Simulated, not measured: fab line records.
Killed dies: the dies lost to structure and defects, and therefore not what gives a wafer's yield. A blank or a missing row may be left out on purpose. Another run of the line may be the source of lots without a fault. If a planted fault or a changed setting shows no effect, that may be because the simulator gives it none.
fab line records	flow sky130
[record] lots = 7	wafers = 21	last-day = 50
route steps=708 shown PWDE@48 NWELL@56 PAD_OPEN@708
lots that met no fault: taken from a fault-free run of the same line
start-h: hours from the record's first day to the start of the lot's first wafer shown	wait-h: time in hours since the lot's previous step	" identical to the entry in the row above	L1.1+2: a single row standing in for several wafers	- no value, or no start given	* or withheld: withheld	< > ~ a bound
route shown NAME@n: NAME is a module with steps in the file, n the number in the route of the first one	usual: mean and standard deviation over wafers with no fault	same: alike in all rows	chamber/n: place in a boat	sites: readings site by site	_std_site: the values' standard deviation	_edge_site: the outer-site mean with the inner-site mean subtracted	radius-mm: how far each site lies from the wafer's centre	mask NAME#n: copy n	behind: the last tool/chamber to shape the wafer	hold: what put the lot on hold/how long, in hours/how the hold closed	device: which transistor (n, p or np) failed to switch	end of line: the same wafers' tests at the end of the route	where a step has no rows: the recipe by itself	killed: dies that structure and defects cost at the first sort, which is not the same as the wafer's yield	map: shows each die of a wafer: x if killed, . if not, _ if none is there
set.NAME: the setting as run; set.NAME@STEP: as run at that earlier step	model.NAME: the simulator's own value behind a step, which no gauge read
lots at some steps of the route; a table a step, a row a wafer
services: a tool's chamber out of use, with start hour (start-h, from the record's first day; less than 0 if before it), hours out, and reason
[[steps]]
[step SKY_PWDE_SOFTBAKE_03]
[recipe] temp-c = 110	time-s = withheld
[step SKY_PWDE_EXPOSE_04]
[recipe] mask-id = PWDEM	na = 0.6	source-shape = conventional	sigma-outer = 0.6	polarization = unpolarized	target-cd-nm = 840	dose-mj = 214
[step SKY_PWDE_PEB_05]
[recipe] temp-c = 115	time-s = withheld
[step SKY_PWDE_DEVELOP_06]
[recipe] wall-angle-deg = 90	developer = TMAH	develop-time-s = 60	dev-temp-c = 23
[step SKY_PWDE_OVL_MEAS_07]
[usual] PWDE_OVL = 0.7/1.3
lot.wafer	tool	chamber	start-h	wait-h	PWDE_OVL[nm]
L901.3	overlay-01	-	87.54	-	1.6
L901.4	"	-	"	"	0.0
L901.5	"	-	"	"	-0.2
L905.4	overlay-02	-	115.70	-	0.2
L905.5	"	-	"	"	-0.9
L905.6	"	-	"	"	0.3
L908.2	overlay-02	-	128.25	-	1.7
L908.3	"	-	"	"	1.6
L908.4	"	-	"	"	1.6
L909.1	overlay-02	-	131.11	-	3.1
L909.4	"	-	"	"	2.6
L909.6	"	-	"	"	3.1
L913.3	overlay-01	-	152.64	-	-0.3
L913.4	"	-	"	"	0.2
L913.6	"	-	"	"	0.9
L920.2	overlay-02	-	207.63	-	-0.6
L920.3	"	-	"	"	1.0
L920.4	"	-	"	"	1.6
L918.2	overlay-01	-	208.70	-	-0.9
L918.4	"	-	"	"	-0.2
L918.6	"	-	"	"	-0.9
[step SKY_PWDE_IMPLANT_08]
[recipe] species = B	energy-kev = 150	dose-cm2 = 3.6e+12	tilt-deg = withheld
[step SKY_PWDE_STRIP_09]
[recipe] chemistry = O2/N2	power-w = 1400	pressure-mtorr = 1500	platen-temp-c = withheld	o2-flow-sccm = 3000	n2-flow-sccm = 300	overash-fraction = 0.5
[usual] drypump-motor-current-A = 5.8/0.42	oes-product-au = 0.722/0.0043	strip-time-to-endpoint-s = 36.94/0.11
lot.wafer	tool	chamber	start-h	wait-h	drypump-motor-current-A	oes-product-au	rf-hours-counter-h	strip-time-to-endpoint-s
L901.3	plasma-asher-04	0	87.75	0.1	6.0	0.718	-	36.98
L901.4	"	1	"	"	5.7	0.731	-	36.91
L901.5	"	1	"	"	5.7	0.718	-	36.88
L905.4	plasma-asher-03	0	115.90	0.1	5.0	0.724	-	36.87
L905.5	"	0	"	"	5.0	0.724	-	36.78
L905.6	"	1	"	"	5.7	0.722	-	36.89
L908.2	plasma-asher-03	1	128.43	0.1	5.7	0.715	44	36.96
L908.3	"	0	"	"	5.1	0.729	-	37.06
L908.4	"	1	"	"	5.7	0.728	-	37.11
L909.1	plasma-asher-03	1	131.30	0.1	5.7	0.713	45	36.88
L909.4	"	1	"	"	5.7	0.720	-	36.82
L909.6	"	1	"	"	5.8	0.721	-	36.83
L913.3	plasma-asher-02	1	152.85	0.1	5.7	0.732	-	36.98
L913.4	"	0	"	"	6.3	0.722	-	37.06
L913.6	"	1	"	"	5.7	0.721	-	37.16
L920.2	plasma-asher-04	1	207.81	0.1	5.7	0.723	50	36.73
L920.3	"	0	"	"	6.0	0.723	-	36.74
L920.4	"	1	"	"	5.7	0.727	-	36.79
L918.2	plasma-asher-03	1	208.88	0.1	5.7	0.717	52	37.15
L918.4	"	1	"	"	5.7	0.728	-	36.97
L918.6	"	0	"	"	5.1	0.721	-	37.16
[step SKY_PWDE_TW_MEAS_10]
[usual] PWDE_TW = 371/4.1
lot.wafer	tool	chamber	start-h	wait-h	PWDE_TW
L901.3	film-metro-03	-	87.84	0.1	370
L901.4	"	-	"	"	370
L901.5	"	-	"	"	368
L905.4	film-metro-01	-	116.00	0.1	365
L905.5	"	-	"	"	366
L905.6	"	-	"	"	366
L908.2	film-metro-04	-	128.54	0.1	373
L908.3	"	-	"	"	374
L908.4	"	-	"	"	373
L909.1	film-metro-01	-	131.40	0.1	366
L909.4	"	-	"	"	366
L909.6	"	-	"	"	364
L913.3	film-metro-03	-	152.93	0.1	371
L913.4	"	-	"	"	370
L913.6	"	-	"	"	370
L920.2	film-metro-01	-	207.92	0.1	368
L920.3	"	-	"	"	366
L920.4	"	-	"	"	365
L918.2	film-metro-04	-	208.99	0.1	378
L918.4	"	-	"	"	376
L918.6	"	-	"	"	378
[step SKY_NWELL_DEHYDRATE_03]
[recipe] temp-c = 200	time-s = 60
[step SKY_NWELL_HMDS_04]
[recipe] prime-time-s = 60	prime-temp-c = 120
[step SKY_NWELL_COAT_05]
[recipe] spin-rpm = 2000	resist-thk-nm = 3000
[step SKY_NWELL_SOFTBAKE_06]
[recipe] temp-c = 110	time-s = withheld
[step SKY_NWELL_EXPOSE_07]
[recipe] mask-id = NWM	na = 0.6	source-shape = conventional	sigma-outer = 0.6	polarization = unpolarized	target-cd-nm = 840	dose-mj = 255
lot.wafer	tool	chamber	start-h	wait-h	mask	model.NWELL.overlay-x-nm
L901.3+4+5	iline-stepper-01	0	96.38	-	NWM#0	-0.9578
L905.4+5+6	iline-stepper-01	0	125.04	-	NWM#0	141
L908.2+3+4	iline-stepper-01	0	136.77	-	NWM#0	141.5
L909.1+4+6	iline-stepper-01	0	139.36	-	NWM#0	140.5
L913.3+4+6	iline-stepper-02	0	163.47	-	NWM#0	0.199
L920.2+3+4	iline-stepper-02	0	218.46	-	NWM#0	-0.8635
L918.2+4+6	iline-stepper-02	0	220.04	-	NWM#0	1.244
[step SKY_NWELL_PEB_08]
[recipe] temp-c = 115	time-s = withheld
[step SKY_NWELL_DEVELOP_09]
[recipe] wall-angle-deg = 90	developer = TMAH	develop-time-s = 60	dev-temp-c = 23
[step SKY_NWELL_OVL_MEAS_10]
[usual] NWELL_00_OVL = 0.6/1.4
lot.wafer	tool	chamber	start-h	wait-h	NWELL_00_OVL[nm]
L901.3	overlay-02	-	105.12	-	0.3
L901.4	"	-	"	"	0.7
L901.5	"	-	"	"	-1.6
L905.4	overlay-01	-	132.56	-	143.2
L905.5	"	-	"	"	142.8
L905.6	"	-	"	"	140.6
L908.2	overlay-01	-	146.29	-	142.1
L908.3	"	-	"	"	141.4
L908.4	"	-	"	"	142.9
L909.1	overlay-02	-	149.01	-	140.7
L909.4	"	-	"	"	140.8
L909.6	"	-	"	"	140.6
L913.3	overlay-01	-	172.47	-	2.5
L913.4	"	-	"	"	-1.1
L913.6	"	-	"	"	3.6
L920.2	overlay-01	-	229.62	-	0.6
L920.3	"	-	"	"	1.4
L920.4	"	-	"	"	0.5
L918.2	overlay-01	-	231.04	-	2.3
L918.4	"	-	"	"	4.8
L918.6	"	-	"	"	2.4
[step SKY_NWELL_IMPLANT_11]
[recipe] species = P	energy-kev = 400	dose-cm2 = 1.9e+13	tilt-deg = withheld
[step SKY_PAD_OPEN_PROBE_99]
[usual] killed_at_M0_to_M3 = 43/7.3	killed_at_M4_up = 3.0/2	killed-at-contacts = 24/5.2	killed-at-front-end = 15/4.4	killed-at-other = 0.2/0.48	killed-dies = 86/9.1	killed-open = 47/7.3	killed-short = 38/6.4
[same] gross-dies = 492	killed-at-back-side = 0
lot.wafer	tool	chamber	start-h	wait-h	killed_at_M0_to_M3	killed_at_M4_up	killed-at-contacts	killed-at-front-end	killed-at-other	killed-dies	killed-open	killed-short	model.etest.pfet_16v.r-on-ohm-um	model.etest.nfet_16v.r-on-ohm-um	model.etest.pfet_16v.drive-ua-um	model.etest.nfet_16v.drive-ua-um
L901.3	prober-02	-	1090.64	0.2	35	2	38	16	0	91	62	29	1.473e+04	1.421e+04	253.8	226.9
L901.4	prober-02	-	1090.69	0.2	44	6	29	13	1	93	49	41	1.472e+04	1.416e+04	251	227.4
L901.5	prober-02	-	1090.74	0.2	44	3	36	20	1	104	45	56	1.492e+04	1.416e+04	249.3	225.5
L905.4	prober-02	-	1117.61	0.2	48	1	25	22	0	96	63	32	-	-	-	-
L905.5	prober-02	-	1117.66	0.2	53	2	24	13	0	92	42	50	-	-	-	-
L905.6	prober-02	-	1117.71	0.2	60	4	20	12	0	96	60	36	-	-	-	-
L909.1	prober-01	-	1139.27	0.1	37	1	31	15	1	85	50	35	-	-	-	-
L909.4	prober-01	-	1139.42	0.2	40	8	21	12	0	81	48	33	-	-	-	-
L909.6	prober-01	-	1139.52	0.2	51	1	28	18	1	99	59	39	-	-	-	-
L908.2	prober-02	-	1139.47	0.1	46	6	20	19	0	91	55	36	2.023e+04	1.614e+04	174.9	202.9
L908.3	prober-02	-	1139.52	0.2	47	3	17	19	0	86	42	44	2.03e+04	1.593e+04	174.1	205.3
L908.4	prober-02	-	1139.57	0.2	43	1	19	18	1	82	49	33	2.037e+04	1.614e+04	171.5	202.1
L913.3	prober-02	-	1164.19	0.2	34	3	16	24	0	77	41	36	1.476e+04	1.401e+04	254.2	226.4
L913.4	prober-02	-	1164.24	0.2	41	4	22	21	0	88	46	39	1.464e+04	1.398e+04	254.4	226.8
L913.6	prober-02	-	1164.34	0.2	41	1	17	20	0	79	47	31	1.486e+04	1.403e+04	250.4	224.3
L920.2	prober-02	-	1205.36	0.1	34	3	22	14	2	75	44	30	1.488e+04	1.424e+04	252	222.2
L920.3	prober-02	-	1205.41	0.2	43	7	17	18	0	85	40	44	1.452e+04	1.419e+04	255.7	220.9
L920.4	prober-02	-	1205.46	0.2	42	3	20	13	0	78	40	37	1.491e+04	1.418e+04	251.3	223.5
L918.2	prober-01	-	1207.73	0.1	54	0	22	10	1	87	46	41	1.459e+04	1.414e+04	255.1	226.4
L918.4	prober-01	-	1207.83	0.2	36	3	18	16	0	73	32	41	1.488e+04	1.42e+04	250.7	221.2
L918.6	prober-01	-	1207.93	0.2	47	7	23	14	0	91	49	42	1.471e+04	1.415e+04	253.2	223.6
// killed by level:class
L901.3 LI_CONTACT:geometric-particle:open=15 CONTACT:geometric-particle:open=12 VIA2:geometric-particle:open=9 VIA3:geometric-particle:open=8 FIELD_ISO:geometric-particle:open=6 VIA1:geometric-particle:open=6 METAL1:geometric-particle:short=4 LI_CONTACT:geometric-particle:short=4
L901.4 CONTACT:geometric-particle:open=15 METAL1:geometric-particle:short=9 VIA1:geometric-particle:open=9 VIA1:geometric-particle:short=9 VIA2:geometric-particle:open=6 LI_CONTACT:geometric-particle:open=6 METAL4:geometric-particle:short=4 FIELD_ISO:geometric-particle:open=3
L901.5 VIA1:geometric-particle:open=13 CONTACT:geometric-particle:open=10 CONTACT:geometric-particle:short=9 LI_CONTACT:geometric-particle:open=6 LI_CONTACT:geometric-particle:short=5 VIA1:geometric-particle:short=5 POLY_GATE:geometric-particle:short=5 LOCAL_INTERCONNECT:geometric-particle:short=5
L905.4 VIA1:geometric-particle:open=11 LI_CONTACT:geometric-particle:open=10 CONTACT:geometric-particle:open=9 METAL1:geometric-particle:short=8 POLY_GATE:geometric-particle:open=6 FIELD_ISO:geometric-particle:open=5 VIA3:geometric-particle:open=5 METAL1:geometric-particle:open=4
L905.5 METAL1:geometric-particle:short=18 CONTACT:geometric-particle:open=10 LI_CONTACT:geometric-particle:open=8 VIA1:geometric-particle:short=5 VIA1:geometric-particle:open=5 VIA3:geometric-particle:open=5 POLY_GATE:geometric-particle:short=4 VIA2:geometric-particle:short=4
L905.6 VIA1:geometric-particle:open=14 VIA2:geometric-particle:open=11 CONTACT:geometric-particle:open=9 LI_CONTACT:geometric-particle:open=7 VIA3:geometric-particle:open=7 METAL2:geometric-particle:short=6 METAL1:geometric-particle:short=6 CONTACT:geometric-particle:short=4
L909.1 CONTACT:geometric-particle:open=11 VIA1:geometric-particle:open=9 LOCAL_INTERCONNECT:geometric-particle:short=7 METAL1:geometric-particle:short=6 FIELD_ISO:geometric-particle:open=5 LI_CONTACT:geometric-particle:open=5 CONTACT:geometric-particle:short=5 VIA2:geometric-particle:open=5
L909.4 VIA1:geometric-particle:open=13 LI_CONTACT:geometric-particle:open=10 VIA2:geometric-particle:open=7 METAL4:geometric-particle:short=7 METAL2:geometric-particle:short=7 VIA3:geometric-particle:open=6 CONTACT:geometric-particle:open=5 FIELD_ISO:geometric-particle:open=3
L908.2 POLY_GATE:geometric-particle:open=10 VIA1:geometric-particle:open=10 VIA2:geometric-particle:open=8 LI_CONTACT:geometric-particle:open=7 VIA3:geometric-particle:open=7 VIA1:geometric-particle:short=6 VIA2:geometric-particle:short=5 FIELD_ISO:geometric-particle:open=4
L908.3 VIA1:geometric-particle:open=10 METAL2:geometric-particle:short=8 FIELD_ISO:geometric-particle:short=7 VIA3:geometric-particle:open=7 POLY_GATE:geometric-particle:open=6 CONTACT:geometric-particle:open=6 METAL3:geometric-particle:short=5 VIA2:geometric-particle:open=4
L909.6 VIA1:geometric-particle:open=16 CONTACT:geometric-particle:open=10 VIA3:geometric-particle:open=10 LI_CONTACT:geometric-particle:open=7 LOCAL_INTERCONNECT:geometric-particle:short=6 FIELD_ISO:geometric-particle:open=5 VIA1:geometric-particle:short=5 VIA2:geometric-particle:open=5
L908.4 VIA2:geometric-particle:open=12 VIA1:geometric-particle:open=8 FIELD_ISO:geometric-particle:short=6 POLY_GATE:geometric-particle:open=6 CONTACT:geometric-particle:open=5 LI_CONTACT:geometric-particle:open=5 FIELD_ISO:geometric-particle:open=4 METAL2:geometric-particle:short=4
L913.3 POLY_GATE:geometric-particle:open=7 POLY_GATE:geometric-particle:short=6 VIA3:geometric-particle:open=6 FIELD_ISO:geometric-particle:open=5 LI_CONTACT:geometric-particle:open=5 VIA1:geometric-particle:open=5 VIA2:geometric-particle:open=5 LOCAL_INTERCONNECT:geometric-particle:short=4
L913.4 VIA3:geometric-particle:open=9 CONTACT:geometric-particle:open=9 FIELD_ISO:geometric-particle:open=7 METAL1:geometric-particle:short=6 VIA1:geometric-particle:short=6 POLY_GATE:geometric-particle:short=5 LI_CONTACT:geometric-particle:open=5 VIA1:geometric-particle:open=5
L913.6 VIA3:geometric-particle:open=11 FIELD_ISO:geometric-particle:open=7 LI_CONTACT:geometric-particle:open=7 VIA1:geometric-particle:open=7 FIELD_ISO:geometric-particle:short=6 CONTACT:geometric-particle:open=6 VIA2:geometric-particle:open=6 VIA3:geometric-particle:short=5
L920.2 VIA1:geometric-particle:open=7 POLY_GATE:geometric-particle:open=6 CONTACT:geometric-particle:open=6 CONTACT:geometric-particle:short=6 VIA2:geometric-particle:open=5 VIA3:geometric-particle:short=5 VIA3:geometric-particle:open=5 LI_CONTACT:geometric-particle:open=4
L920.3 VIA1:geometric-particle:open=9 FIELD_ISO:geometric-particle:short=8 LI_CONTACT:geometric-particle:open=7 METAL1:geometric-particle:short=6 METAL2:geometric-particle:short=6 VIA2:geometric-particle:open=5 CONTACT:geometric-particle:open=4 VIA2:geometric-particle:short=4
L920.4 VIA1:geometric-particle:open=8 METAL2:geometric-particle:short=7 CONTACT:geometric-particle:open=6 LI_CONTACT:geometric-particle:open=5 VIA3:geometric-particle:open=5 POLY_GATE:geometric-particle:open=4 LI_CONTACT:geometric-particle:short=4 METAL3:geometric-particle:short=4
L918.2 VIA3:geometric-particle:open=9 VIA1:geometric-particle:open=9 CONTACT:geometric-particle:open=7 METAL2:geometric-particle:short=7 LI_CONTACT:geometric-particle:open=6 VIA1:geometric-particle:short=6 VIA2:geometric-particle:short=5 VIA2:geometric-particle:open=4
L918.4 VIA2:geometric-particle:open=6 LI_CONTACT:geometric-particle:open=5 VIA1:geometric-particle:open=5 VIA3:geometric-particle:open=5 FIELD_ISO:geometric-particle:short=4 POLY_GATE:geometric-particle:short=4 LI_CONTACT:geometric-particle:short=4 CONTACT:geometric-particle:open=4
L918.6 CONTACT:geometric-particle:open=9 VIA1:geometric-particle:open=8 VIA3:geometric-particle:open=8 VIA1:geometric-particle:short=7 FIELD_ISO:geometric-particle:short=6 VIA2:geometric-particle:open=6 LI_CONTACT:geometric-particle:open=5 METAL4:geometric-particle:short=5
[[services]]
tool	chamber	start-h	hours	kind
plasma-asher-02	-	81.68	8.0	repair
iline-stepper-02	0	86.26	-	calibration
plasma-asher-04	-	91.27	7.8	repair
plasma-asher-04	-	151.21	10.0	pm
plasma-asher-04	-	166.19	9.6	repair
iline-stepper-02	-	170.48	2.1	pm
iline-stepper-02	-	172.56	-	consumable-replace:lamp
iline-stepper-02	-	181.06	1.7	pm
iline-stepper-01	-	182.97	3.5	repair
iline-stepper-01	-	201.21	2.1	pm
iline-stepper-01	-	203.29	-	consumable-replace:lamp
iline-stepper-01	-	204.40	0.5	repair
iline-stepper-01	-	217.33	4.4	pm
[[key]]
[first-sign] step = SKY_NWELL_OVL_MEAS_10	reading = NWELL_00_OVL	direction = up	sigmas = 99+	usual = 0.6	struck = 141.7
effect none on later readings
[model-effect] step = SKY_NWELL_EXPOSE_07	value = NWELL.overlay-x-nm	without = -0.03246	struck = 141
[model-effect] step = SKY_PAD_OPEN_PROBE_99	value = etest.pfet_16v.r-on-ohm-um	without = 1.559e+04	struck = 2.03e+04
met-at SKY_NWELL_EXPOSE_07
struck-wafers L905.4,L905.5,L905.6,L908.2,L908.3,L908.4,L909.1,L909.4,L909.6
tester-left-out L905,L908,L909
onset-between 96.38 125.04
[fault] kind = scanner-matching-overlay	tool = iline-stepper-01	chamber = -	onset-h = 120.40	steps = SKY_NWELL_EXPOSE_07	offset = 141.03
// tester-left-out: of these lots the tester's yield and bins aren't shown, on N5 and GAA mostly nor the transistor test; their killed dies are dies lost to structure and defects alone, not to doping, threshold or leakage, so they don't give the yield
